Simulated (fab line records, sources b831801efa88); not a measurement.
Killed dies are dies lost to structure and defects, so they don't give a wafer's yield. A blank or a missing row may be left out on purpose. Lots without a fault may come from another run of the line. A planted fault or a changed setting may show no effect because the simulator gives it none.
fab line records | flow gf180mcu
record lots=24 wafers=72 last_day=34
route steps=602 shown M1@329 V2@384 M4@461 PASSIVATION@590
lots that met no fault: from a run of the same line without faults
start_h: hours from the record's first day to the start of the lot's first wafer shown | wait_h: hours since the lot's step before | " the same as in the row above | L1.1+2: a row that stands for several wafers | - no value, or no start given | * or withheld: withheld | < > ~ a bound
route shown NAME@n: a module of which the file shows steps, and the number in the route of the first | usual: mean/standard deviation of fault-free wafers | same: alike in all rows | chamber/n: place in a boat | sites: the reading at each site | _std_site: their standard deviation | _edge_site: outer sites' mean less inner sites' | radius_mm: how far each site lies from the wafer's centre | mask NAME#n: copy n | behind: the tool/chamber that last shaped the wafer | hold: why the lot was held/for how many hours/how that ended | device: the transistor (n, p or np) that didn't switch | end of line: the same wafers' tests at the end of the route | a step without rows: its recipe alone | killed: dies lost to structure and defects at the first sort, not the wafer's yield | map: a wafer's dies, x killed, . not, _ none there
set.NAME: the setting as run; set.NAME@STEP: as run at that earlier step | model.NAME: the simulator's own value behind a step, which no gauge read
steps of the route over a sample of lots; a table a step, a row a wafer
services: from which hour (start_h, from the record's first day; less than 0 if before it) a tool's chamber was out of use, for how many hours, and why
## steps
# step GF_M1_CD_MEAS_14
# recipe target_cd_nm=230
# usual cd_nm=229.8/1.3
# columns lot.wafer tool chamber start_h wait_h cd_nm
L074.1 cd_sem-02 - 380.50 0.1 230.6
L074.5 " - " " 231.3
L074.6 " - " " 230.5
L075.2 cd_sem-01 - 396.82 0.1 228.5
L075.5 " - " " 227.2
L075.6 " - " " 228.8
L076.1 cd_sem-02 - 405.97 0.2 229.4
L076.2 " - " " 229.7
L076.5 " - " " 230.6
L077.1 cd_sem-01 - 409.24 0.1 227.3
L077.2 " - " " 228.1
L077.3 " - " " 228.3
L078.1 cd_sem-01 - 419.95 0.1 230.1
L078.4 " - " " 231.4
L078.5 " - " " 230.6
L079.1 cd_sem-01 - 425.90 0.1 230.5
L079.4 " - " " 228.9
L079.6 " - " " 228.7
L080.3 cd_sem-02 - 441.95 0.2 231.2
L080.4 " - " " 231.1
L080.6 " - " " 231.1
L081.2 cd_sem-02 - 449.36 0.1 231.4
L081.3 " - " " 232.0
L081.5 " - " " 231.1
L082.1 cd_sem-01 - 458.79 0.1 229.8
L082.4 " - " " 230.3
L082.6 " - " " 228.6
L083.1 cd_sem-01 - 465.15 0.1 226.5
L083.2 " - " " 226.7
L083.3 " - " " 227.3
L084.1 cd_sem-02 - 478.54 0.1 230.1
L084.3 " - " " 231.1
L084.5 " - " " 231.6
L085.1 cd_sem-01 - 483.05 0.1 229.8
L085.3 " - " " 229.9
L085.5 " - " " 229.3
L086.1 cd_sem-01 - 501.89 0.1 231.6
L086.5 " - " " 230.3
L086.6 " - " " 230.2
L087.1 cd_sem-02 - 512.69 0.1 230.3
L087.4 " - " " 229.8
L087.5 " - " " 230.2
L088.2 cd_sem-01 - 515.06 0.1 229.0
L088.4 " - " " 229.2
L088.5 " - " " 228.9
L089.1 cd_sem-02 - 521.49 0.1 230.2
L089.3 " - " " 229.7
L089.5 " - " " 230.9
L090.3 cd_sem-02 - 529.03 0.1 230.3
L090.5 " - " " 231.5
L090.6 " - " " 230.9
L091.3 cd_sem-01 - 540.23 0.1 228.7
L091.5 " - " " 230.1
L091.6 " - " " 230.8
L092.1 cd_sem-02 - 548.14 0.1 227.5
L092.2 " - " " 228.0
L092.4 " - " " 227.8
L093.1 cd_sem-01 - 554.84 0.1 230.4
L093.4 " - " " 230.4
L093.5 " - " " 230.0
L094.1 cd_sem-01 - 558.14 0.1 230.7
L094.2 " - " " 230.8
L094.6 " - " " 229.7
L095.1 cd_sem-01 - 569.40 0.1 228.7
L095.3 " - " " 228.5
L095.6 " - " " 228.0
L096.1 cd_sem-01 - 577.75 0.1 229.6
L096.4 " - " " 229.2
L096.5 " - " " 230.3
L097.1 cd_sem-01 - 583.90 0.1 231.7
L097.3 " - " " 232.4
L097.5 " - " " 230.9
# step GF_V2_CVD_02
# recipe material=SiO2 target_thk_nm=850 precursor=TEOS temp_c=400 time_s=94.851 rf_w=600
# usual heater_power_w=674/90 susceptor_temp_C=400.01/0.2
# columns lot.wafer tool chamber start_h wait_h heater_power_w since_wet_clean_h susceptor_temp_C
L074.1 pecvd-04 1 431.81 0.1 625 257 400.06
L074.5 " 1 " " 653 - 399.88
L074.6 " 2 " " 801 - 400.15
L075.2 pecvd-01 2 448.26 0.0 685 482 400.26
L075.5 " 0 " " 521 - 399.90
L075.6 " 2 " " 719 - 399.79
L076.1 pecvd-01 0 457.98 0.1 576 492 399.52
L076.2 " 1 " " 601 492 399.76
L076.5 " 2 " " 694 - 399.88
L077.1 pecvd-03 1 461.12 0.1 634 703 399.89
L077.2 " 2 " " 688 703 400.09
L077.3 " 0 " " 814 703 400.36
L078.1 pecvd-04 0 471.87 0.1 656 297 399.65
L078.4 " 1 " " 659 - 400.01
L078.5 " 0 " " 517 - 400.01
L079.1 pecvd-03 1 479.12 0.1 714 721 400.06
L079.4 " 2 " " 732 - 399.90
L079.6 " 0 " " 841 - 399.87
L080.3 pecvd-04 2 494.52 0.0 745 320 399.75
L080.4 " 1 " " 683 - 400.17
L080.6 " 0 " " 600 - 400.50
L081.2 pecvd-01 0 501.41 0.0 516 535 399.91
L081.3 " 0 " " 581 - 399.55
L081.5 " 0 " " 620 - 399.95
L082.1 pecvd-01 2 509.87 0.1 634 544 399.89
L082.4 " 1 " " 626 - 400.22
L082.6 " 2 " " 702 - 399.90
L083.1 pecvd-03 0 514.88 0.1 800 757 400.16
L083.2 " 1 " " 681 757 400.30
L083.3 " 2 " " 741 757 400.09
L084.1 pecvd-03 1 530.41 0.1 659 772 399.96
L084.3 " 0 " " 894 772 399.81
L084.5 " 1 " " 701 - 400.16
L085.1 pecvd-04 1 532.40 0.1 562 358 400.04
L085.3 " 0 " " 619 358 400.10
L085.5 " 0 " " 620 - 399.96
L086.1 pecvd-03 1 551.41 0.1 684 793 400.00
L086.5 " 1 " " 726 - 400.43
L086.6 " 0 " " 869 - 400.02
L087.1 pecvd-01 1 562.47 0.1 608 596 400.04
L087.4 " 2 " " 702 - 400.37
L087.5 " 0 " " 614 - 400.20
L088.2 pecvd-03 2 564.91 0.0 720 807 400.00
L088.4 " 2 " " 749 - 400.11
L088.5 " 0 " " 729 - 400.03
L089.1 pecvd-03 0 570.81 0.1 865 813 399.85
L089.3 " 2 " " 606 813 400.05
L089.5 " 1 " " 694 - 400.10
L090.3 pecvd-04 0 578.08 0.0 642 403 400.26
L090.5 " 1 " " 697 - 399.47
L090.6 " 0 " " 663 - 400.03
L091.3 pecvd-04 2 588.06 0.0 893 413 399.84
L091.5 " 2 " " 687 - 399.87
L091.6 " 1 " " 649 - 400.23
L092.1 pecvd-04 1 595.69 0.1 665 421 400.52
L092.2 " 2 " " 781 421 400.15
L092.4 " 1 " " 693 - 400.27
L093.1 pecvd-01 0 601.87 0.1 550 636 399.82
L093.4 " 0 " " 590 - 399.98
L093.5 " 0 " " 628 - 399.93
L094.1 pecvd-04 1 606.02 0.1 690 431 400.08
L094.2 " 2 " " 791 431 400.02
L094.6 " 0 " " 533 - 400.08
L095.1 pecvd-01 0 616.02 0.1 580 650 399.72
L095.3 " 1 " " 536 - 399.73
L095.6 " 0 " " 657 - 399.97
L096.1 pecvd-04 0 623.31 0.1 650 449 399.87
L096.4 " 0 " " 546 - 399.98
L096.5 " 2 " " 807 - 399.95
L097.1 pecvd-01 0 629.89 0.1 533 664 399.71
L097.3 " 2 " " 702 664 400.08
L097.5 " 2 " " 744 - 399.79
# step GF_V2_BOW_MEAS_05
# recipe mode=bow
# usual V2_BOW=96/7.1
# columns lot.wafer tool chamber start_h wait_h V2_BOW[um]
L074.1 film_metro-02 - 432.24 0.1 93
L074.5 " - " " 82
L074.6 " - " " 81
L075.2 film_metro-01 - 448.71 0.2 101
L075.5 " - " " 97
L075.6 " - " " 95
L076.1 film_metro-01 - 458.41 0.1 89
L076.2 " - " " 92
L076.5 " - " " 87
L077.1 film_metro-04 - 461.55 0.1 90
L077.2 " - " " 92
L077.3 " - " " 95
L078.1 film_metro-02 - 472.30 0.2 98
L078.4 " - " " 89
L078.5 " - " " 94
L079.1 film_metro-04 - 479.55 0.1 95
L079.4 " - " " 98
L079.6 " - " " 99
L080.3 film_metro-04 - 494.99 0.2 101
L080.4 " - " " 87
L080.6 " - " " 94
L081.2 film_metro-02 - 501.90 0.2 96
L081.3 " - " " 85
L081.5 " - " " 96
L082.1 film_metro-04 - 510.30 0.1 94
L082.4 " - " " 92
L082.6 " - " " 92
L083.1 film_metro-04 - 515.31 0.2 102
L083.2 " - " " 99
L083.3 " - " " 86
L084.1 film_metro-01 - 530.90 0.1 93
L084.3 " - " " 99
L084.5 " - " " 92
L085.1 film_metro-02 - 532.83 0.1 97
L085.3 " - " " 99
L085.5 " - " " 109
L086.1 film_metro-04 - 551.84 0.2 105
L086.5 " - " " 88
L086.6 " - " " 94
L087.1 film_metro-04 - 562.90 0.2 100
L087.4 " - " " 108
L087.5 " - " " 98
L088.2 film_metro-02 - 565.36 0.3 91
L088.4 " - " " 94
L088.5 " - " " 92
L089.1 film_metro-04 - 571.24 0.1 110
L089.3 " - " " 113
L089.5 " - " " 98
L090.3 film_metro-04 - 578.55 0.3 95
L090.5 " - " " 107
L090.6 " - " " 96
L091.3 film_metro-04 - 588.53 0.1 101
L091.5 " - " " 97
L091.6 " - " " 77
L092.1 film_metro-01 - 596.12 0.1 93
L092.2 " - " " 85
L092.4 " - " " 104
L093.1 film_metro-01 - 602.34 0.1 95
L093.4 " - " " 93
L093.5 " - " " 96
L094.1 film_metro-01 - 606.45 0.2 105
L094.2 " - " " 107
L094.6 " - " " 109
L095.1 film_metro-02 - 616.73 0.2 96
L095.3 " - " " 90
L095.6 " - " " 91
L096.1 film_metro-02 - 623.74 0.2 101
L096.4 " - " " 112
L096.5 " - " " 98
L097.1 film_metro-02 - 630.32 0.1 93
L097.3 " - " " 92
L097.5 " - " " 107
# step GF_V2_CVD_23
# recipe material=W target_thk_nm=350 time_s=104.94 temp_c=400 pressure_torr=40
# usual heater_power_w=808/120 susceptor_temp_C=400.03/0.25
# columns lot.wafer tool chamber start_h wait_h heater_power_w since_wet_clean_h susceptor_temp_C
L074.1 cvd_w-01 1 458.39 0.0 744 54 400.33
L074.5 " 0 " " 731 - 399.96
L074.6 " 1 " " 728 - 400.34
L075.2 cvd_w-02 1 473.11 0.0 978 569 400.33
L075.5 " 1 " " 978 - 400.04
L075.6 " 0 " " 708 - 399.39
L076.1 cvd_w-02 1 483.62 0.0 949 580 400.39
L076.2 " 0 " " 695 580 400.07
L076.5 " 0 " " 700 - 399.95
L077.1 cvd_w-01 0 487.36 0.0 724 83 400.01
L077.2 " 1 " " 729 83 400.27
L077.3 " 1 " " 736 - 400.07
L078.1 cvd_w-01 0 496.70 0.0 741 93 400.21
L078.4 " 1 " " 741 - 400.01
L078.5 " 1 " " 733 - 399.69
L079.1 cvd_w-01 0 503.96 0.0 720 100 400.19
L079.4 " 0 " " 744 - 400.23
L079.6 " 1 " " 726 - 400.24
L080.3 cvd_w-02 0 519.35 0.1 714 - 400.21
L080.4 " 1 " " 983 - 399.98
L080.6 " 1 " " 967 - 399.93
L081.2 cvd_w-02 1 526.10 0.0 978 622 400.00
L081.3 " 1 " " 963 - 400.22
L081.5 " 0 " " 704 - 399.62
L082.1 cvd_w-02 0 534.60 0.0 705 631 399.95
L082.4 " 1 " " 963 - 399.85
L082.6 " 1 " " 994 - 400.08
L083.1 cvd_w-01 0 539.32 0.0 719 135 399.78
L083.2 " 1 " " 748 135 400.28
L083.3 " 0 " " 712 - 399.41
L084.1 cvd_w-02 1 554.26 0.0 987 650 400.24
L084.3 " 0 " " 700 - 400.00
L084.5 " 1 " " 998 - 399.92
L085.1 cvd_w-02 1 556.78 0.0 925 653 400.15
L085.3 " 0 " " 694 - 399.91
L085.5 " 0 " " 713 - 399.85
L086.1 cvd_w-02 0 575.42 0.0 681 671 400.21
L086.5 " 1 " " 972 - 399.93
L086.6 " 0 " " 714 - 399.86
L087.1 cvd_w-02 0 585.42 0.0 701 681 400.57
L087.4 " 1 " " 972 - 400.22
L087.5 " 0 " " 698 - 399.99
L088.2 cvd_w-02 0 588.75 0.0 712 685 399.81
L088.4 " 1 " " 997 - 399.64
L088.5 " 0 " " 697 - 399.69
L089.1 cvd_w-02 0 593.67 0.0 712 690 399.86
L089.3 " 1 " " 987 - 400.01
L089.5 " 0 " " 699 - 399.82
L090.3 cvd_w-02 0 600.30 0.1 694 - 400.40
L090.5 " 1 " " 975 - 400.24
L090.6 " 0 " " 712 - 400.84
L091.3 cvd_w-02 1 610.38 0.1 1005 - 400.26
L091.5 " 0 " " 702 - 400.12
L091.6 " 1 " " 957 - 400.26
L092.1 cvd_w-02 1 617.67 0.0 966 714 400.30
L092.2 " 0 " " 705 714 399.64
L092.4 " 0 " " 707 - 399.78
L093.1 cvd_w-02 0 624.31 0.0 710 720 399.80
L093.4 " 1 " " 982 - 400.01
L093.5 " 1 " " 984 - 400.18
L094.1 cvd_w-02 1 628.33 0.0 962 724 399.93
L094.2 " 0 " " 713 724 399.95
L094.6 " 0 " " 700 - 399.62
L095.1 cvd_w-01 0 637.93 0.0 726 234 400.38
L095.3 " 1 " " 747 - 400.17
L095.6 " 0 " " 739 - 400.05
L096.1 cvd_w-02 1 645.02 0.0 972 741 400.14
L096.4 " 0 " " 699 - 400.32
L096.5 " 1 " " 988 - 399.84
L097.1 cvd_w-01 0 651.11 0.0 741 247 399.90
L097.3 " 0 " " 722 - 399.56
L097.5 " 1 " " 746 - 400.11
# step GF_M4_RS_MEAS_05
# recipe thk_meas_gauge=four-point-probe reads=TiN_of_M4_SPUTTER_04+Ti_of_M4_SPUTTER_03+AlCu_of_M4_SPUTTER_02+TiN_of_M4_SPUTTER_01+Ti_of_M4_SPUTTER_00
# usual M4_ALCU_RS=0.0696/0.00063
# columns lot.wafer tool chamber start_h wait_h M4_ALCU_RS[ohm/sq]
L074.1 film_metro-01 - 510.21 0.0 0.0703
L074.5 " - " " 0.0699
L074.6 " - " " 0.0699
L075.2 film_metro-03 - 524.45 0.0 0.0701
L075.5 " - " " 0.0689
L075.6 " - " " 0.0698
L076.1 film_metro-01 - 534.09 0.0 0.0702
L076.2 " - " " 0.0698
L076.5 " - " " 0.0706
L077.1 film_metro-03 - 537.78 0.0 0.0702
L077.2 " - " " 0.0697
L077.3 " - " " 0.0701
L078.1 film_metro-03 - 546.62 0.0 0.0689
L078.4 " - " " 0.0696
L078.5 " - " " 0.0694
L079.1 film_metro-04 - 553.97 0.0 0.0689
L079.4 " - " " 0.0688
L079.6 " - " " 0.0693
L080.3 film_metro-04 - 569.82 0.1 0.0682
L080.4 " - " " 0.0692
L080.6 " - " " 0.0686
L081.2 film_metro-01 - 575.15 0.0 0.0699
L081.3 " - " " 0.0694
L081.5 " - " " 0.0698
L082.1 film_metro-04 - 583.01 0.0 0.0705
L082.4 " - " " 0.0706
L082.6 " - " " 0.0706
L083.1 film_metro-01 - 586.63 0.0 0.0706
L083.2 " - " " 0.0698
L083.3 " - " " 0.0695
L084.1 film_metro-03 - 601.52 0.0 0.0688
L084.3 " - " " 0.0694
L084.5 " - " " 0.0680
L085.1 film_metro-03 - 604.14 0.0 0.0695
L085.3 " - " " 0.0696
L085.5 " - " " 0.0686
L086.1 film_metro-03 - 622.58 0.0 0.0694
L086.5 " - " " 0.0689
L086.6 " - " " 0.0691
L087.1 film_metro-01 - 631.47 0.0 0.0697
L087.4 " - " " 0.0697
L087.5 " - " " 0.0698
L088.2 film_metro-01 - 634.30 0.0 0.0689
L088.4 " - " " 0.0698
L088.5 " - " " 0.0687
L089.1 film_metro-03 - 639.03 0.0 0.0689
L089.3 " - " " 0.0693
L089.5 " - " " 0.0697
L090.3 film_metro-03 - 644.87 0.1 0.0699
L090.5 " - " " 0.0696
L090.6 " - " " 0.0696
L091.3 film_metro-03 - 653.93 0.1 0.0692
L091.5 " - " " 0.0687
L091.6 " - " " 0.0698
L092.1 film_metro-04 - 661.91 0.0 0.0704
L092.2 " - " " 0.0698
L092.4 " - " " 0.0704
L093.1 film_metro-01 - 668.24 0.0 0.0690
L093.4 " - " " 0.0691
L093.5 " - " " 0.0693
L094.1 film_metro-03 - 671.81 0.0 0.0694
L094.2 " - " " 0.0701
L094.6 " - " " 0.0696
L095.1 film_metro-04 - 681.04 0.0 0.0694
L095.3 " - " " 0.0698
L095.6 " - " " 0.0703
L096.1 film_metro-04 - 687.47 0.0 0.0684
L096.4 " - " " 0.0687
L096.5 " - " " 0.0680
L097.1 film_metro-03 - 693.35 0.0 0.0699
L097.3 " - " " 0.0703
L097.5 " - " " 0.0704
# step GF_PASSIVATION_THK_MEAS_03
# recipe reads=Si3N4_of_PASSIVATION_CVD_02
# usual PASSIVATION_CVD_02_THK=699/8.1
# columns lot.wafer tool chamber start_h wait_h PASSIVATION_CVD_02_THK[nm]
L074.1 film_metro-02 - 647.98 0.1 700
L074.5 " - " " 706
L074.6 " - " " 705
L075.2 film_metro-01 - 658.72 0.2 694
L075.5 " - " " 701
L075.6 " - " " 697
L076.1 film_metro-04 - 668.46 0.3 684
L076.2 " - " " 684
L076.5 " - " " 700
L077.1 film_metro-04 - 670.88 0.3 686
L077.2 " - " " 691
L077.3 " - " " 698
L078.1 film_metro-02 - 678.31 0.1 697
L078.4 " - " " 695
L078.5 " - " " 704
L079.1 film_metro-04 - 684.98 0.1 690
L079.4 " - " " 697
L079.6 " - " " 695
L080.3 film_metro-01 - 698.59 0.2 699
L080.4 " - " " 710
L080.6 " - " " 698
L081.2 film_metro-01 - 702.38 0.2 695
L081.3 " - " " 691
L081.5 " - " " 702
L082.1 film_metro-04 - 708.67 0.2 688
L082.4 " - " " 710
L082.6 " - " " 710
L083.1 film_metro-01 - 713.30 0.1 708
L083.2 " - " " 695
L083.3 " - " " 702
L084.1 film_metro-04 - 725.57 0.1 693
L084.3 " - " " 697
L084.5 " - " " 697
L085.1 film_metro-02 - 729.10 0.2 685
L085.3 " - " " 685
L085.5 " - " " 705
L086.1 film_metro-04 - 741.99 0.1 691
L086.5 " - " " 719
L086.6 " - " " 708
L087.1 film_metro-01 - 750.64 0.1 693
L087.4 " - " " 702
L087.5 " - " " 706
L088.2 film_metro-01 - 752.99 0.2 705
L088.4 " - " " 712
L088.5 " - " " 696
L089.1 film_metro-04 - 756.08 0.1 701
L089.3 " - " " 686
L089.5 " - " " 705
L090.3 film_metro-01 - 762.89 0.2 687
L090.5 " - " " 696
L090.6 " - " " 698
L091.3 film_metro-02 - 768.66 0.2 688
L091.5 " - " " 703
L091.6 " - " " 699
L092.1 film_metro-04 - 775.28 0.1 702
L092.2 " - " " 689
L092.4 " - " " 694
L093.1 film_metro-02 - 781.23 0.1 702
L093.4 " - " " 708
L093.5 " - " " 704
L094.1 film_metro-04 - 783.95 0.1 702
L094.2 " - " " 694
L094.6 " - " " 704
L095.1 film_metro-04 - 791.57 0.1 695
L095.3 " - " " 700
L095.6 " - " " 702
L096.1 film_metro-01 - 797.38 0.1 703
L096.4 " - " " 715
L096.5 " - " " 714
L097.1 film_metro-04 - 801.91 0.1 698
L097.3 " - " " 703
L097.5 " - " " 707
## services
# columns tool chamber start_h hours kind
pecvd-04 - 427.74 0.3 repair
cvd_w-02 0 447.52 1.6 repair
cvd_w-01 - 448.38 1.2 repair
pecvd-04 - 464.00 2.8 pm
pecvd-01 2 474.27 7.8 repair
cvd_w-02 1 493.01 14.5 repair
cvd_w-02 - 496.41 1.5 repair
pecvd-01 1 497.44 7.1 repair
pecvd-01 - 500.14 0.8 repair
cvd_w-02 - 501.20 6.9 pm
pecvd-03 - 551.69 0.7 repair
cvd_w-01 1 564.65 3.8 repair
pecvd-03 - 591.12 14.0 pm
pecvd-03 0 591.12 14.0 vent_cycle
pecvd-03 1 591.12 14.0 vent_cycle
pecvd-03 2 591.12 14.0 vent_cycle
pecvd-01 2 595.17 28.1 repair
pecvd-04 - 599.81 5.2 repair
pecvd-03 0 605.12 - clean
pecvd-03 1 605.12 - clean
cvd_w-01 - 628.69 0.3 repair
pecvd-03 0 632.32 12.6 repair
cvd_w-01 - 639.73 1.1 repair
pecvd-04 - 648.91 1.3 repair
## key
fault none
